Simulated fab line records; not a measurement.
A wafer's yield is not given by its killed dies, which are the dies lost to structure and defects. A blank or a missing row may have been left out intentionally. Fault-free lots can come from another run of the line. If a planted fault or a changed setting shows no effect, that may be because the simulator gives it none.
fab line records / flow gf180mcu
record lots=12 wafers=36 lastDay=34
route steps=602 shown V3@444 M4@460
lots that met no fault: taken from a fault-free run of the same line
startH: start of the lot's first displayed wafer, in hours after the record's first day / waitH: how many hours have passed since the lot's step before this one / " as in the row above / L1.1+2: several wafers, shown together as one row / - no value present, or no start provided / * or withheld: withheld / < > ~ a bound
route shown NAME@n: a module of which the file shows steps, and the number in the route of the first / usual: mean/standard deviation taken from wafers without a fault / same: alike in all rows / chamber/n: place in a boat / sites: the reading at each site / _std_site: the values' standard deviation / _edge_site: outer sites' mean less inner sites' / radiusMm: how far each site lies from the wafer's centre / mask NAME#n: copy n / behind: the tool/chamber that last shaped the wafer / hold: cause of the lot's hold/its duration in hours/its outcome / device: which transistor (n, p or np) failed to switch / end of line: the same wafers' tests at the end of the route / step lacking rows: just its recipe / killed: the dies lost at the first sort to structure and to defects; this is not the yield of the wafer / map: a wafer's dies, marking killed ones x, the rest . and places with no die _
set.NAME: setting as actually run; set.NAME@STEP: the setting as run at that earlier step / model.NAME: the simulator's own value behind a step, which no gauge read
steps of the route over a sample of lots; a table a step, a row a wafer
services: from which hour (startH, from the record's first day; less than 0 if before it) a tool's chamber was out of use, for how many hours, and why
## steps
# step GF_V3_OVL_MEAS_15
# usual V3_OVL=4/5.7
lot.wafer=L838.1 tool=overlay-02 chamber=- startH=506.68 waitH=0.1 V3_OVL[nm]=2
lot.wafer=L838.2 tool=overlay-02 chamber=- startH=506.68 waitH=0.1 V3_OVL[nm]=3
lot.wafer=L838.4 tool=overlay-02 chamber=- startH=506.68 waitH=0.1 V3_OVL[nm]=0
lot.wafer=L839.2 tool=overlay-01 chamber=- startH=518.07 waitH=0.1 V3_OVL[nm]=3
lot.wafer=L839.3 tool=overlay-01 chamber=- startH=518.07 waitH=0.1 V3_OVL[nm]=7
lot.wafer=L839.4 tool=overlay-01 chamber=- startH=518.07 waitH=0.1 V3_OVL[nm]=2
lot.wafer=L840.1 tool=overlay-01 chamber=- startH=529.37 waitH=0.1 V3_OVL[nm]=2
lot.wafer=L840.2 tool=overlay-01 chamber=- startH=529.37 waitH=0.1 V3_OVL[nm]=3
lot.wafer=L840.4 tool=overlay-01 chamber=- startH=529.37 waitH=0.1 V3_OVL[nm]=11
lot.wafer=L841.1 tool=overlay-02 chamber=- startH=536.13 waitH=0.1 V3_OVL[nm]=12
lot.wafer=L841.3 tool=overlay-02 chamber=- startH=536.13 waitH=0.1 V3_OVL[nm]=13
lot.wafer=L841.5 tool=overlay-02 chamber=- startH=536.13 waitH=0.1 V3_OVL[nm]=10
lot.wafer=L842.1 tool=overlay-01 chamber=- startH=547.93 waitH=0.1 V3_OVL[nm]=0
lot.wafer=L842.2 tool=overlay-01 chamber=- startH=547.93 waitH=0.1 V3_OVL[nm]=10
lot.wafer=L842.3 tool=overlay-01 chamber=- startH=547.93 waitH=0.1 V3_OVL[nm]=3
lot.wafer=L847.3 tool=overlay-02 chamber=- startH=591.69 waitH=0.1 V3_OVL[nm]=2
lot.wafer=L847.5 tool=overlay-02 chamber=- startH=591.69 waitH=0.1 V3_OVL[nm]=6
lot.wafer=L847.6 tool=overlay-02 chamber=- startH=591.69 waitH=0.1 V3_OVL[nm]=19
lot.wafer=L849.1 tool=overlay-01 chamber=- startH=607.13 waitH=0.1 V3_OVL[nm]=1
lot.wafer=L849.4 tool=overlay-01 chamber=- startH=607.13 waitH=0.1 V3_OVL[nm]=12
lot.wafer=L849.5 tool=overlay-01 chamber=- startH=607.13 waitH=0.1 V3_OVL[nm]=-4
lot.wafer=L851.1 tool=overlay-02 chamber=- startH=620.82 waitH=0.1 V3_OVL[nm]=2
lot.wafer=L851.2 tool=overlay-02 chamber=- startH=620.82 waitH=0.1 V3_OVL[nm]=6
lot.wafer=L851.4 tool=overlay-02 chamber=- startH=620.82 waitH=0.1 V3_OVL[nm]=9
lot.wafer=L852.1 tool=overlay-02 chamber=- startH=626.38 waitH=0.1 V3_OVL[nm]=10
lot.wafer=L852.3 tool=overlay-02 chamber=- startH=626.38 waitH=0.1 V3_OVL[nm]=0
lot.wafer=L852.5 tool=overlay-02 chamber=- startH=626.38 waitH=0.1 V3_OVL[nm]=3
lot.wafer=L853.2 tool=overlay-01 chamber=- startH=640.99 waitH=0.1 V3_OVL[nm]=12
lot.wafer=L853.3 tool=overlay-01 chamber=- startH=640.99 waitH=0.1 V3_OVL[nm]=6
lot.wafer=L853.5 tool=overlay-01 chamber=- startH=640.99 waitH=0.1 V3_OVL[nm]=0
lot.wafer=L856.1 tool=overlay-02 chamber=- startH=662.98 waitH=0.1 V3_OVL[nm]=4
lot.wafer=L856.4 tool=overlay-02 chamber=- startH=662.98 waitH=0.1 V3_OVL[nm]=-1
lot.wafer=L856.6 tool=overlay-02 chamber=- startH=662.98 waitH=0.1 V3_OVL[nm]=-1
lot.wafer=L861.1 tool=overlay-02 chamber=- startH=693.63 waitH=0.1 V3_OVL[nm]=2
lot.wafer=L861.2 tool=overlay-02 chamber=- startH=693.63 waitH=0.1 V3_OVL[nm]=7
lot.wafer=L861.5 tool=overlay-02 chamber=- startH=693.63 waitH=0.1 V3_OVL[nm]=-2
# step GF_V3_STRIP_18
# recipe chemistry=O2/N2 powerW=1400 pressureMtorr=1500 platenTempC=250 o2FlowSccm=3000 n2FlowSccm=300 overashFraction=0.5
# usual drypumpMotorCurrentA=5.8/0.57 heaterPowerW=336/20 oesProductAu=0.592/0.0047
# same overashFraction=0.5
lot.wafer=L838.1 tool=plasmaAsher-03 chamber=0 startH=506.84 waitH=- drypumpMotorCurrentA=6.6 heaterPowerW=356 oesProductAu=0.587 rfHoursCounterH=8
lot.wafer=L838.2 tool=plasmaAsher-03 chamber=1 startH=506.84 waitH=- drypumpMotorCurrentA=5.2 heaterPowerW=329 oesProductAu=0.591 rfHoursCounterH=8
lot.wafer=L838.4 tool=plasmaAsher-03 chamber=1 startH=506.84 waitH=- drypumpMotorCurrentA=5.2 heaterPowerW=320 oesProductAu=0.597 rfHoursCounterH=-
lot.wafer=L839.2 tool=plasmaAsher-02 chamber=0 startH=518.23 waitH=- drypumpMotorCurrentA=5.7 heaterPowerW=316 oesProductAu=0.601 rfHoursCounterH=42
lot.wafer=L839.3 tool=plasmaAsher-02 chamber=0 startH=518.23 waitH=- drypumpMotorCurrentA=5.7 heaterPowerW=323 oesProductAu=0.593 rfHoursCounterH=-
lot.wafer=L839.4 tool=plasmaAsher-02 chamber=1 startH=518.23 waitH=- drypumpMotorCurrentA=5.6 heaterPowerW=315 oesProductAu=0.589 rfHoursCounterH=-
lot.wafer=L840.1 tool=plasmaAsher-03 chamber=0 startH=529.53 waitH=- drypumpMotorCurrentA=6.7 heaterPowerW=360 oesProductAu=0.599 rfHoursCounterH=11
lot.wafer=L840.2 tool=plasmaAsher-03 chamber=1 startH=529.53 waitH=- drypumpMotorCurrentA=5.2 heaterPowerW=318 oesProductAu=0.591 rfHoursCounterH=11
lot.wafer=L840.4 tool=plasmaAsher-03 chamber=0 startH=529.53 waitH=- drypumpMotorCurrentA=6.7 heaterPowerW=361 oesProductAu=0.586 rfHoursCounterH=-
lot.wafer=L841.1 tool=plasmaAsher-03 chamber=0 startH=536.30 waitH=- drypumpMotorCurrentA=6.7 heaterPowerW=352 oesProductAu=0.599 rfHoursCounterH=12
lot.wafer=L841.3 tool=plasmaAsher-03 chamber=1 startH=536.30 waitH=- drypumpMotorCurrentA=5.2 heaterPowerW=311 oesProductAu=0.592 rfHoursCounterH=-
lot.wafer=L841.5 tool=plasmaAsher-03 chamber=1 startH=536.30 waitH=- drypumpMotorCurrentA=5.2 heaterPowerW=324 oesProductAu=0.591 rfHoursCounterH=-
lot.wafer=L842.1 tool=plasmaAsher-03 chamber=1 startH=548.10 waitH=- drypumpMotorCurrentA=5.2 heaterPowerW=320 oesProductAu=0.596 rfHoursCounterH=13
lot.wafer=L842.2 tool=plasmaAsher-03 chamber=0 startH=548.10 waitH=- drypumpMotorCurrentA=6.7 heaterPowerW=352 oesProductAu=0.591 rfHoursCounterH=13
lot.wafer=L842.3 tool=plasmaAsher-03 chamber=0 startH=548.10 waitH=- drypumpMotorCurrentA=6.7 heaterPowerW=341 oesProductAu=0.593 rfHoursCounterH=-
lot.wafer=L847.3 tool=plasmaAsher-03 chamber=1 startH=591.88 waitH=- drypumpMotorCurrentA=5.2 heaterPowerW=308 oesProductAu=0.598 rfHoursCounterH=-
lot.wafer=L847.5 tool=plasmaAsher-03 chamber=1 startH=591.88 waitH=- drypumpMotorCurrentA=5.2 heaterPowerW=325 oesProductAu=0.588 rfHoursCounterH=-
lot.wafer=L847.6 tool=plasmaAsher-03 chamber=0 startH=591.88 waitH=- drypumpMotorCurrentA=6.6 heaterPowerW=351 oesProductAu=0.595 rfHoursCounterH=-
lot.wafer=L849.1 tool=plasmaAsher-04 chamber=1 startH=607.30 waitH=- drypumpMotorCurrentA=6.4 heaterPowerW=343 oesProductAu=0.589 rfHoursCounterH=90
lot.wafer=L849.4 tool=plasmaAsher-04 chamber=1 startH=607.30 waitH=- drypumpMotorCurrentA=6.4 heaterPowerW=336 oesProductAu=0.589 rfHoursCounterH=-
lot.wafer=L849.5 tool=plasmaAsher-04 chamber=0 startH=607.30 waitH=- drypumpMotorCurrentA=5.3 heaterPowerW=361 oesProductAu=0.595 rfHoursCounterH=-
lot.wafer=L851.1 tool=plasmaAsher-03 chamber=1 startH=620.98 waitH=- drypumpMotorCurrentA=5.2 heaterPowerW=310 oesProductAu=0.598 rfHoursCounterH=20
lot.wafer=L851.2 tool=plasmaAsher-03 chamber=0 startH=620.98 waitH=- drypumpMotorCurrentA=6.6 heaterPowerW=354 oesProductAu=0.594 rfHoursCounterH=20
lot.wafer=L851.4 tool=plasmaAsher-03 chamber=0 startH=620.98 waitH=- drypumpMotorCurrentA=6.7 heaterPowerW=357 oesProductAu=0.589 rfHoursCounterH=-
lot.wafer=L852.1 tool=plasmaAsher-04 chamber=0 startH=626.55 waitH=- drypumpMotorCurrentA=5.3 heaterPowerW=362 oesProductAu=0.595 rfHoursCounterH=92
lot.wafer=L852.3 tool=plasmaAsher-04 chamber=1 startH=626.55 waitH=- drypumpMotorCurrentA=6.3 heaterPowerW=343 oesProductAu=0.598 rfHoursCounterH=-
lot.wafer=L852.5 tool=plasmaAsher-04 chamber=0 startH=626.55 waitH=- drypumpMotorCurrentA=5.3 heaterPowerW=365 oesProductAu=0.590 rfHoursCounterH=-
lot.wafer=L853.2 tool=plasmaAsher-03 chamber=0 startH=641.15 waitH=- drypumpMotorCurrentA=6.6 heaterPowerW=356 oesProductAu=0.588 rfHoursCounterH=23
lot.wafer=L853.3 tool=plasmaAsher-03 chamber=0 startH=641.15 waitH=- drypumpMotorCurrentA=6.7 heaterPowerW=355 oesProductAu=0.579 rfHoursCounterH=-
lot.wafer=L853.5 tool=plasmaAsher-03 chamber=1 startH=641.15 waitH=- drypumpMotorCurrentA=5.2 heaterPowerW=330 oesProductAu=0.584 rfHoursCounterH=-
lot.wafer=L856.1 tool=plasmaAsher-02 chamber=1 startH=663.14 waitH=- drypumpMotorCurrentA=5.6 heaterPowerW=312 oesProductAu=0.591 rfHoursCounterH=59
lot.wafer=L856.4 tool=plasmaAsher-02 chamber=0 startH=663.14 waitH=- drypumpMotorCurrentA=5.7 heaterPowerW=320 oesProductAu=0.594 rfHoursCounterH=-
lot.wafer=L856.6 tool=plasmaAsher-02 chamber=0 startH=663.14 waitH=- drypumpMotorCurrentA=5.7 heaterPowerW=315 oesProductAu=0.589 rfHoursCounterH=-
lot.wafer=L861.1 tool=plasmaAsher-02 chamber=1 startH=693.79 waitH=- drypumpMotorCurrentA=5.6 heaterPowerW=310 oesProductAu=0.588 rfHoursCounterH=62
lot.wafer=L861.2 tool=plasmaAsher-02 chamber=0 startH=693.79 waitH=- drypumpMotorCurrentA=5.7 heaterPowerW=312 oesProductAu=0.585 rfHoursCounterH=62
lot.wafer=L861.5 tool=plasmaAsher-02 chamber=0 startH=693.79 waitH=- drypumpMotorCurrentA=5.7 heaterPowerW=325 oesProductAu=0.590 rfHoursCounterH=-
# step GF_V3_CMP_26
# recipe stopOn=SiO2 downForcePsi=3.5 platenRpm=60 tOverpolishS=15 targetThkNm=0 padVelocityMS=0.94248
# usual edgeZonePressureFrac=1.000/0.0047 headPressurePsi=3.500/0.0076 motorCurrentA=11.2/1.1 overpolishRunS=15.001/0.0092 platenRpm=60.00/0.042 timeToEndpointS=84.9/2.6
lot.wafer=L838.4 tool=cmp-02 chamber=0 startH=507.78 waitH=0.0 edgeZonePressureFrac=0.998 headPressurePsi=3.506 motorCurrentA=9.1 overpolishRunS=15.010 platenRpm=59.99 timeToEndpointS=82.9
lot.wafer=L838.1 tool=cmp-02 chamber=1 startH=507.78 waitH=0.0 edgeZonePressureFrac=1.002 headPressurePsi=3.495 motorCurrentA=11.5 overpolishRunS=15.011 platenRpm=60.00 timeToEndpointS=84.8
lot.wafer=L838.2 tool=cmp-02 chamber=3 startH=507.78 waitH=0.0 edgeZonePressureFrac=1.000 headPressurePsi=3.501 motorCurrentA=10.7 overpolishRunS=14.997 platenRpm=60.01 timeToEndpointS=82.7
lot.wafer=L839.2 tool=cmp-02 chamber=2 startH=519.21 waitH=0.1 edgeZonePressureFrac=0.993 headPressurePsi=3.505 motorCurrentA=11.2 overpolishRunS=15.000 platenRpm=59.97 timeToEndpointS=81.0
lot.wafer=L839.4 tool=cmp-02 chamber=3 startH=519.21 waitH=0.1 edgeZonePressureFrac=0.999 headPressurePsi=3.496 motorCurrentA=11.2 overpolishRunS=15.001 platenRpm=60.03 timeToEndpointS=84.4
lot.wafer=L839.3 tool=cmp-02 chamber=0 startH=519.21 waitH=0.1 edgeZonePressureFrac=0.996 headPressurePsi=3.497 motorCurrentA=9.4 overpolishRunS=15.002 platenRpm=59.99 timeToEndpointS=82.4
lot.wafer=L840.2 tool=cmp-02 chamber=1 startH=530.47 waitH=0.0 edgeZonePressureFrac=1.001 headPressurePsi=3.506 motorCurrentA=11.7 overpolishRunS=14.995 platenRpm=60.08 timeToEndpointS=85.1
lot.wafer=L840.1 tool=cmp-02 chamber=3 startH=530.47 waitH=0.0 edgeZonePressureFrac=0.996 headPressurePsi=3.514 motorCurrentA=10.9 overpolishRunS=15.007 platenRpm=59.98 timeToEndpointS=85.1
lot.wafer=L840.4 tool=cmp-02 chamber=0 startH=530.47 waitH=0.0 edgeZonePressureFrac=0.992 headPressurePsi=3.488 motorCurrentA=8.9 overpolishRunS=14.998 platenRpm=59.95 timeToEndpointS=81.8
lot.wafer=L841.1 tool=cmp-01 chamber=1 startH=537.34 waitH=0.1 edgeZonePressureFrac=1.004 headPressurePsi=3.498 motorCurrentA=10.0 overpolishRunS=15.012 platenRpm=60.04 timeToEndpointS=82.7
lot.wafer=L841.3 tool=cmp-01 chamber=3 startH=537.34 waitH=0.1 edgeZonePressureFrac=1.001 headPressurePsi=3.490 motorCurrentA=13.0 overpolishRunS=15.003 platenRpm=60.01 timeToEndpointS=87.4
lot.wafer=L841.5 tool=cmp-01 chamber=1 startH=537.34 waitH=0.1 edgeZonePressureFrac=1.005 headPressurePsi=3.500 motorCurrentA=10.8 overpolishRunS=14.992 platenRpm=59.97 timeToEndpointS=83.5
lot.wafer=L842.2 tool=cmp-02 chamber=1 startH=549.02 waitH=0.0 edgeZonePressureFrac=0.995 headPressurePsi=3.502 motorCurrentA=11.7 overpolishRunS=15.011 platenRpm=59.98 timeToEndpointS=89.1
lot.wafer=L842.3 tool=cmp-02 chamber=2 startH=549.02 waitH=0.0 edgeZonePressureFrac=1.003 headPressurePsi=3.502 motorCurrentA=11.7 overpolishRunS=15.003 platenRpm=60.05 timeToEndpointS=87.5
lot.wafer=L842.1 tool=cmp-02 chamber=3 startH=549.02 waitH=0.0 edgeZonePressureFrac=1.004 headPressurePsi=3.508 motorCurrentA=11.1 overpolishRunS=14.999 platenRpm=60.08 timeToEndpointS=85.4
lot.wafer=L847.3 tool=cmp-01 chamber=3 startH=592.88 waitH=0.1 edgeZonePressureFrac=- headPressurePsi=- motorCurrentA=- overpolishRunS=- platenRpm=- timeToEndpointS=-
lot.wafer=L847.5 tool=cmp-01 chamber=1 startH=592.88 waitH=0.1 edgeZonePressureFrac=- headPressurePsi=- motorCurrentA=- overpolishRunS=- platenRpm=- timeToEndpointS=-
lot.wafer=L847.6 tool=cmp-01 chamber=2 startH=592.88 waitH=0.1 edgeZonePressureFrac=- headPressurePsi=- motorCurrentA=- overpolishRunS=- platenRpm=- timeToEndpointS=-
lot.wafer=L849.4 tool=cmp-02 chamber=0 startH=608.25 waitH=0.0 edgeZonePressureFrac=- headPressurePsi=- motorCurrentA=- overpolishRunS=- platenRpm=- timeToEndpointS=-
lot.wafer=L849.1 tool=cmp-02 chamber=2 startH=608.25 waitH=0.0 edgeZonePressureFrac=- headPressurePsi=- motorCurrentA=- overpolishRunS=- platenRpm=- timeToEndpointS=-
lot.wafer=L849.5 tool=cmp-02 chamber=0 startH=608.25 waitH=0.0 edgeZonePressureFrac=- headPressurePsi=- motorCurrentA=- overpolishRunS=- platenRpm=- timeToEndpointS=-
lot.wafer=L851.4 tool=cmp-01 chamber=1 startH=622.13 waitH=0.2 edgeZonePressureFrac=1.000 headPressurePsi=3.484 motorCurrentA=9.6 overpolishRunS=15.007 platenRpm=59.97 timeToEndpointS=82.7
lot.wafer=L851.2 tool=cmp-01 chamber=3 startH=622.13 waitH=0.2 edgeZonePressureFrac=1.004 headPressurePsi=3.495 motorCurrentA=12.2 overpolishRunS=15.000 platenRpm=60.01 timeToEndpointS=87.0
lot.wafer=L851.1 tool=cmp-01 chamber=0 startH=622.13 waitH=0.2 edgeZonePressureFrac=1.001 headPressurePsi=3.484 motorCurrentA=11.7 overpolishRunS=15.017 platenRpm=59.93 timeToEndpointS=84.9
lot.wafer=L852.3 tool=cmp-02 chamber=2 startH=627.47 waitH=0.0 edgeZonePressureFrac=0.995 headPressurePsi=3.492 motorCurrentA=12.1 overpolishRunS=15.007 platenRpm=60.07 timeToEndpointS=84.9
lot.wafer=L852.1 tool=cmp-02 chamber=1 startH=627.47 waitH=0.0 edgeZonePressureFrac=1.004 headPressurePsi=3.493 motorCurrentA=11.5 overpolishRunS=15.010 platenRpm=59.99 timeToEndpointS=85.6
lot.wafer=L852.5 tool=cmp-02 chamber=2 startH=627.47 waitH=0.0 edgeZonePressureFrac=1.002 headPressurePsi=3.492 motorCurrentA=11.9 overpolishRunS=14.991 platenRpm=60.11 timeToEndpointS=87.0
lot.wafer=L853.2 tool=cmp-01 chamber=1 startH=642.10 waitH=0.0 edgeZonePressureFrac=0.998 headPressurePsi=3.506 motorCurrentA=10.6 overpolishRunS=15.002 platenRpm=60.04 timeToEndpointS=83.0
lot.wafer=L853.3 tool=cmp-01 chamber=2 startH=642.10 waitH=0.0 edgeZonePressureFrac=0.993 headPressurePsi=3.486 motorCurrentA=10.6 overpolishRunS=15.008 platenRpm=59.98 timeToEndpointS=79.4
lot.wafer=L853.5 tool=cmp-01 chamber=1 startH=642.10 waitH=0.0 edgeZonePressureFrac=1.002 headPressurePsi=3.508 motorCurrentA=10.1 overpolishRunS=14.985 platenRpm=59.95 timeToEndpointS=83.6
lot.wafer=L856.1 tool=cmp-02 chamber=1 startH=664.12 waitH=0.1 edgeZonePressureFrac=0.998 headPressurePsi=3.509 motorCurrentA=12.2 overpolishRunS=14.992 platenRpm=59.98 timeToEndpointS=85.0
lot.wafer=L856.4 tool=cmp-02 chamber=2 startH=664.12 waitH=0.1 edgeZonePressureFrac=1.000 headPressurePsi=3.488 motorCurrentA=11.7 overpolishRunS=15.008 platenRpm=60.01 timeToEndpointS=88.1
lot.wafer=L856.6 tool=cmp-02 chamber=1 startH=664.12 waitH=0.1 edgeZonePressureFrac=0.995 headPressurePsi=3.506 motorCurrentA=11.7 overpolishRunS=14.975 platenRpm=60.03 timeToEndpointS=84.5
lot.wafer=L861.1 tool=cmp-02 chamber=0 startH=694.83 waitH=0.1 edgeZonePressureFrac=1.000 headPressurePsi=3.501 motorCurrentA=8.9 overpolishRunS=15.005 platenRpm=59.94 timeToEndpointS=86.0
lot.wafer=L861.2 tool=cmp-02 chamber=1 startH=694.83 waitH=0.1 edgeZonePressureFrac=1.003 headPressurePsi=3.512 motorCurrentA=11.8 overpolishRunS=15.003 platenRpm=59.93 timeToEndpointS=87.9
lot.wafer=L861.5 tool=cmp-02 chamber=2 startH=694.83 waitH=0.1 edgeZonePressureFrac=0.999 headPressurePsi=3.497 motorCurrentA=12.1 overpolishRunS=14.998 platenRpm=59.98 timeToEndpointS=86.7
# step GF_M4_SPUTTER_04
# recipe material=TiN targetThkNm=50 powerW=6500 timeS=41.7 chamberPressurePa=0.4
# usual throttleValvePct=29.6/1.1
lot.wafer=L838.1 tool=pvdSputter-04 chamber=- startH=508.26 waitH=0.0 throttleValvePct=29.0
lot.wafer=L838.2 tool=pvdSputter-04 chamber=- startH=508.26 waitH=0.0 throttleValvePct=28.2
lot.wafer=L838.4 tool=pvdSputter-04 chamber=- startH=508.26 waitH=0.0 throttleValvePct=29.3
lot.wafer=L839.2 tool=pvdSputter-04 chamber=- startH=519.64 waitH=0.0 throttleValvePct=28.3
lot.wafer=L839.3 tool=pvdSputter-04 chamber=- startH=519.64 waitH=0.0 throttleValvePct=30.7
lot.wafer=L839.4 tool=pvdSputter-04 chamber=- startH=519.64 waitH=0.0 throttleValvePct=29.1
lot.wafer=L840.1 tool=pvdSputter-02 chamber=- startH=530.95 waitH=0.0 throttleValvePct=29.6
lot.wafer=L840.2 tool=pvdSputter-02 chamber=- startH=530.95 waitH=0.0 throttleValvePct=30.2
lot.wafer=L840.4 tool=pvdSputter-02 chamber=- startH=530.95 waitH=0.0 throttleValvePct=31.6
lot.wafer=L841.1 tool=pvdSputter-01 chamber=- startH=537.77 waitH=0.0 throttleValvePct=29.1
lot.wafer=L841.3 tool=pvdSputter-01 chamber=- startH=537.77 waitH=0.0 throttleValvePct=30.6
lot.wafer=L841.5 tool=pvdSputter-01 chamber=- startH=537.77 waitH=0.0 throttleValvePct=30.8
lot.wafer=L842.1 tool=pvdSputter-02 chamber=- startH=549.50 waitH=0.0 throttleValvePct=31.4
lot.wafer=L842.2 tool=pvdSputter-02 chamber=- startH=549.50 waitH=0.0 throttleValvePct=30.0
lot.wafer=L842.3 tool=pvdSputter-02 chamber=- startH=549.50 waitH=0.0 throttleValvePct=28.0
lot.wafer=L851.1 tool=pvdSputter-01 chamber=- startH=622.61 waitH=0.0 throttleValvePct=29.2
lot.wafer=L851.2 tool=pvdSputter-01 chamber=- startH=622.61 waitH=0.0 throttleValvePct=29.3
lot.wafer=L851.4 tool=pvdSputter-01 chamber=- startH=622.61 waitH=0.0 throttleValvePct=31.0
lot.wafer=L852.1 tool=pvdSputter-02 chamber=- startH=627.95 waitH=0.0 throttleValvePct=31.3
lot.wafer=L852.3 tool=pvdSputter-02 chamber=- startH=627.95 waitH=0.0 throttleValvePct=29.7
lot.wafer=L852.5 tool=pvdSputter-02 chamber=- startH=627.95 waitH=0.0 throttleValvePct=31.3
lot.wafer=L853.2 tool=pvdSputter-04 chamber=- startH=642.58 waitH=0.0 throttleValvePct=29.0
lot.wafer=L853.3 tool=pvdSputter-04 chamber=- startH=642.58 waitH=0.0 throttleValvePct=30.6
lot.wafer=L853.5 tool=pvdSputter-04 chamber=- startH=642.58 waitH=0.0 throttleValvePct=28.0
lot.wafer=L856.1 tool=pvdSputter-04 chamber=- startH=664.55 waitH=0.0 throttleValvePct=28.9
lot.wafer=L856.4 tool=pvdSputter-04 chamber=- startH=664.55 waitH=0.0 throttleValvePct=27.9
lot.wafer=L856.6 tool=pvdSputter-04 chamber=- startH=664.55 waitH=0.0 throttleValvePct=29.3
lot.wafer=L861.1 tool=pvdSputter-01 chamber=- startH=695.21 waitH=0.0 throttleValvePct=30.8
lot.wafer=L861.2 tool=pvdSputter-01 chamber=- startH=695.21 waitH=0.0 throttleValvePct=29.2
lot.wafer=L861.5 tool=pvdSputter-01 chamber=- startH=695.21 waitH=0.0 throttleValvePct=29.2
## services
tool=plasmaAsher-04 chamber=- startH=505.04 hours=38.0 kind=pm
tool=plasmaAsher-02 chamber=- startH=552.81 hours=2.6 kind=repair
tool=pvdSputter-01 chamber=- startH=571.38 hours=22.5 kind=repair
tool=cmp-02 chamber=- startH=572.92 hours=4.0 kind=pm
tool=cmp-02 chamber=- startH=576.92 hours=- kind=consumableReplace:conditioner
tool=cmp-02 chamber=- startH=576.92 hours=- kind=consumableReplace:pad
tool=cmp-02 chamber=- startH=611.68 hours=0.8 kind=repair
tool=cmp-02 chamber=- startH=618.96 hours=6.3 kind=pm
tool=pvdSputter-02 chamber=- startH=620.63 hours=1.9 kind=repair
tool=plasmaAsher-04 chamber=- startH=632.76 hours=4.3 kind=repair
tool=plasmaAsher-04 chamber=- startH=649.08 hours=15.5 kind=repair
tool=plasmaAsher-03 chamber=- startH=653.94 hours=0.3 kind=repair
tool=plasmaAsher-04 chamber=- startH=665.54 hours=2.8 kind=pm
## key
firstSign step=GF_V3_CMP_26 reading=toolRecord direction=missing
effect none on later readings
metAt GF_V3_CMP_26
struckLots L847,L849
laterRowsLeftOut L847.3,L847.5,L847.6,L849.1,L849.4,L849.5
sortLeftOut L847.3,L847.5,L847.6,L849.1,L849.4,L849.5
notActingAt GF_V3_OVL_MEAS_15,GF_V3_STRIP_18,GF_M4_SPUTTER_04
onsetBetween 549.02 592.88
fault kind=skippedStepWhole tool=cmp-01,cmp-02 chamber=- onsetH=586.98 steps=GF_V3_CMP_26 scope=struckLotsOnly
# sortLeftOut: the simulated sort isn't trusted on such a fault, so these wafers' sort isn't shown, and their yield isn't known
# laterRowsLeftOut: the simulator's readings of these wafers behind a module that went badly wrong aren't trusted and aren't shown, but for the sort
